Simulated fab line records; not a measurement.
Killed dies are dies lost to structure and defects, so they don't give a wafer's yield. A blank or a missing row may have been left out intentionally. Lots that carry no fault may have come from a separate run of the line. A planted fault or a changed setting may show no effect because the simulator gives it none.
Which tool is to blame? ; flow sky130 ; 39 wafers from 13 lots sampled at 4 of the route's 708 steps

== WHAT EACH GAUGE READ, for each wafer ==
SKY_SD_P_TW_MEAS_11.
lot;measured;on;SD_P_TW
L285;day 24 20:28;filmMetro-01;2816 2786 2792
L287;day 25 20:36;filmMetro-01;2809 2819 2801
L288;day 26 04:11;filmMetro-03;2818 2816 2817
L290;day 26 19:29;filmMetro-02;2767 2796 2770
L291;day 27 11:17;filmMetro-03;2796 2806 2791
L292;day 27 15:34;filmMetro-02;2768 2782 2780
L293;day 28 05:05;filmMetro-01;2786 2807 2810
L296;day 29 22:14;filmMetro-03;2818 2815 2813
L297;day 29 23:46;filmMetro-01;2833 2814 2811
L298;day 30 03:23;filmMetro-01;2799 2797 2791
L300;day 30 18:17;filmMetro-02;2394 2399 2390
L301;day 31 05:40;filmMetro-03;2811 2826 2826
L302;day 31 11:04;filmMetro-01;2407 2424 2391

SKY_SD_N_RS_MEAS_17: uses a four-point probe to measure.
lot;measured;on;SD_P_RS (ohm/sq)
L285;day 27 07:35;filmMetro-02;147.1 147.4 147.2
L287;day 28 06:49;filmMetro-02;146.4 147.0 147.0
L288;day 28 13:43;filmMetro-02;147.5 147.7 147.3
L290;day 29 05:28;filmMetro-02;147.8 147.5 147.6
L291;day 29 20:41;filmMetro-01;147.6 147.0 147.2
L292;day 30 01:09;filmMetro-01;146.2 146.2 146.5
L293;day 30 14:16;filmMetro-03;147.0 147.2 146.7
L296;day 32 04:22;filmMetro-03;147.0 146.9 146.9
L297;day 32 06:10;filmMetro-03;146.9 147.5 147.3
L298;day 32 10:10;filmMetro-02;147.5 147.4 147.1
L300;day 33 01:37;filmMetro-02;159.6 159.7 159.9
L301;day 33 11:43;filmMetro-03;147.4 147.0 147.0
L302;day 33 19:10;filmMetro-02;160.4 160.0 160.5

== EACH LOT AND THE TOOL THAT RAN IT (in order: tool; ch and the chambers of the sampled wafers; start) ==
lot;SKY_SD_P_IMPLANT_09;SKY_SD_P_STRIP_10
L285;implanter-04 ch 0, day 24 20:16;plasmaAsher-02 ch 0,1, day 24 20:22
L287;implanter-02 ch 0, day 25 20:23;plasmaAsher-02 ch 0,1, day 25 20:31
L288;implanter-02 ch 0, day 26 03:58;plasmaAsher-04 ch 0,1, day 26 04:06
L290;implanter-02 ch 0, day 26 19:14;plasmaAsher-03 ch 0,1, day 26 19:23
L291;implanter-04 ch 0, day 27 11:02;plasmaAsher-02 ch 1, day 27 11:11
L292;implanter-02 ch 0, day 27 15:21;plasmaAsher-03 ch 0,1, day 27 15:28
L293;implanter-03 ch 0, day 28 04:52;plasmaAsher-04 ch 0,1, day 28 05:00
L296;implanter-03 ch 0, day 29 21:59;plasmaAsher-04 ch 0,1, day 29 22:08
L297;implanter-02 ch 0, day 29 23:31;plasmaAsher-03 ch 0,1, day 29 23:40
L298;implanter-04 ch 0, day 30 03:11;plasmaAsher-04 ch 0,1, day 30 03:18
L300;implanter-02 ch 0, day 30 18:02;plasmaAsher-04 ch 0,1, day 30 18:11
L301;implanter-03 ch 0, day 31 05:25;plasmaAsher-04 ch 0,1, day 31 05:34
L302;implanter-02 ch 0, day 31 10:49;plasmaAsher-02 ch 0, day 31 10:58
- SKY_SD_P_IMPLANT_09
- SKY_SD_P_STRIP_10: strips in O2/N2.

== AS READ BY THE TOOLS THEMSELVES (means over the sampled wafers that have a number; for cases with no such wafer, the mark the record gives instead) ==
SKY_SD_P_IMPLANT_09.
lot;tool;beamOnS (s);doseIonsCm2;faradayCurrentUA
L285;implanter-04;13.7;3.007e+15;11964
L287;implanter-02;13.2;2.998e+15;12355
L288;implanter-02;13.0;3.002e+15;12555
L290;implanter-02;13.4;3.000e+15;12220
L291;implanter-04;13.9;2.999e+15;11799
L292;implanter-02;13.3;3.000e+15;12297
L293;implanter-03;14.7;3.003e+15;11157
L296;implanter-03;14.7;3.001e+15;11161
L297;implanter-02;13.2;3.001e+15;12349
L298;implanter-04;13.7;3.000e+15;11941
L300;implanter-02;9.8;1.500e+15;8359
L301;implanter-03;14.7;3.005e+15;11226
L302;implanter-02;10.1;1.501e+15;8134

SKY_SD_P_STRIP_10.
lot;tool;drypumpMotorCurrentA (A);oesProductAu (a.u.);stripTimeToEndpointS (s)
L285;plasmaAsher-02;5.7;0.617;17.48
L287;plasmaAsher-02;5.7;0.618;17.52
L288;plasmaAsher-04;5.6;0.620;17.44
L290;plasmaAsher-03;6.7;0.618;17.49
L291;plasmaAsher-02;6.0;0.617;17.45
L292;plasmaAsher-03;6.7;0.618;17.49
L293;plasmaAsher-04;5.9;0.616;17.44
L296;plasmaAsher-04;5.7;0.619;17.48
L297;plasmaAsher-03;6.7;0.620;17.42
L298;plasmaAsher-04;5.9;0.618;17.46
L300;plasmaAsher-04;5.6;0.647;16.17
L301;plasmaAsher-04;5.9;0.621;17.47
L302;plasmaAsher-02;5.2;0.649;16.23

== THE ANSWER, worked out from the rows above alone ==
Rule: usual is defined by the lots themselves. The widest of any qualifying gaps counts: lots, ordered by their means at a reading, are off when they make up no more than a third of the lots, leave a main group of 4 or more, and stand apart from it by 3 or more times the standard deviation of that group's means. A main group whose means are all the same, to the digits that the tables above print for the reading, isn't used. A lot without any number at a reading at which 4 lots or more have one is off too. Where the step has rows for the other lots, those lots are counted as sound. The gauges are gone through in route order, then the tools' own readings, and for those a lot's mean is taken as printed above. At the first step where some lot is off, the reading lying furthest off is the one used; lots without a number count as furthest.
Off: at SKY_SD_P_TW_MEAS_11 (SD_P_TW), L300, L302. The main group: mean 2803, standard deviation 15.
A tool fits if, at a process step before that reading, it ran every lot that is off, and no sound lot after the first of them. The gauges at SKY_SD_P_TW_MEAS_11 aren't tried: what is off there is off at SKY_SD_P_IMPLANT_09 too, on other tools, and a gauge's error can't cause that. One fits: implanter-02 at SKY_SD_P_IMPLANT_09. Its last sound lot is L297 (day 29 23:31), its first lot that is off L300 (day 30 18:02): a fault that began between those two fits.
The tool's own readings at SKY_SD_P_IMPLANT_09 bear it out: on the lots that are off they differ by more than 5 times the standard deviation of the sound lots' means. beamOnS reads 9.9 s there against 13.8 s on the sound lots; doseIonsCm2 reads 1.500e+15 there against 3.001e+15 on the sound lots; faradayCurrentUA reads 8246 there against 11911 on the sound lots.

== WHAT THE SIMULATOR HAD PUT IN ==
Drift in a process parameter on implanter-02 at SKY_SD_P_IMPLANT_09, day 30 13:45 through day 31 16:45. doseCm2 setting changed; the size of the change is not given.
Shown lots that were struck: L300, L302. The rule given above showed the same thing.
